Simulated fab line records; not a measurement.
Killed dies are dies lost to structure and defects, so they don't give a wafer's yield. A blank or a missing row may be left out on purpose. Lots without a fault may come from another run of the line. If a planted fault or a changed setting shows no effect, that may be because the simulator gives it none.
Chamber matching + flow sky130 + SKY_VIA1_CMP_02 on cmp-01 has 4 sister chambers
The step polishes SiO2. 4 wafers are shown with their chamber, then 12 later ones without.

## WAFERS PAIRED WITH THEIR CHAMBERS
| wafer  | chamber | motorCurrentA (A) |
|--------|---------|-------------------|
| L085.6 | 3       | 10.4              |
| L089.1 | 0       | 13.2              |
| L089.2 | 2       | 10.8              |
| L089.4 | 1       | 11.6              |

## WAFERS WITH NO CHAMBER GIVEN
| wafer  | motorCurrentA (A) |
|--------|-------------------|
| L091.2 | 12.8              |
| L091.3 | 10.2              |
| L091.6 | 10.3              |
| L094.3 | 11.2              |
| L094.4 | 11.8              |
| L094.5 | 10.9              |
| L095.3 | 11.6              |
| L095.4 | 10.2              |
| L095.6 | 9.9               |
| L096.2 | 10.4              |
| L096.5 | 12.2              |
| L096.6 | 12.2              |

## WHICH CHAMBER EACH ONE RAN IN
| wafer  | from the rows above          | in truth                   |
|--------|------------------------------|----------------------------|
| L091.2 | 0                            | 0                          |
| L091.3 | can't be placed: 3 or 2      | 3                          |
| L091.6 | can't be placed: 3 or 2      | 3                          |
| L094.3 | can't be placed: 2 or 1 or 3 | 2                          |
| L094.4 | 1                            | 1                          |
| L094.5 | can't be placed: 2 or 3 or 1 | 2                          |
| L095.3 | 1                            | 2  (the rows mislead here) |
| L095.4 | can't be placed: 3 or 2      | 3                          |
| L095.6 | can't be placed: 3 or 2      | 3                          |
| L096.2 | can't be placed: 3 or 2      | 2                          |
| L096.5 | can't be placed: 1 or 0      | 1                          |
| L096.6 | can't be placed: 1 or 0      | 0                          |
Placed correctly: 2 of 12. Unplaceable from these rows: 9, with the true chamber sitting among the candidates in 9. 1 placed wrongly.
How it was worked out, from the rows above alone: a wafer's distance from a chamber is the root of the sum, over the readings, of the square of ((its reading less the chamber's mean) divided by the reading's scatter). If the next closest chamber is less than 2 further off than the closest, the wafer can't be placed; otherwise it belongs to the closest. The mean given for a chamber averages the wafers shown for that chamber. The scatter (one wafer shown for each chamber): square how far every hidden wafer sits from the nearest shown wafer, average those squares and take the square root.
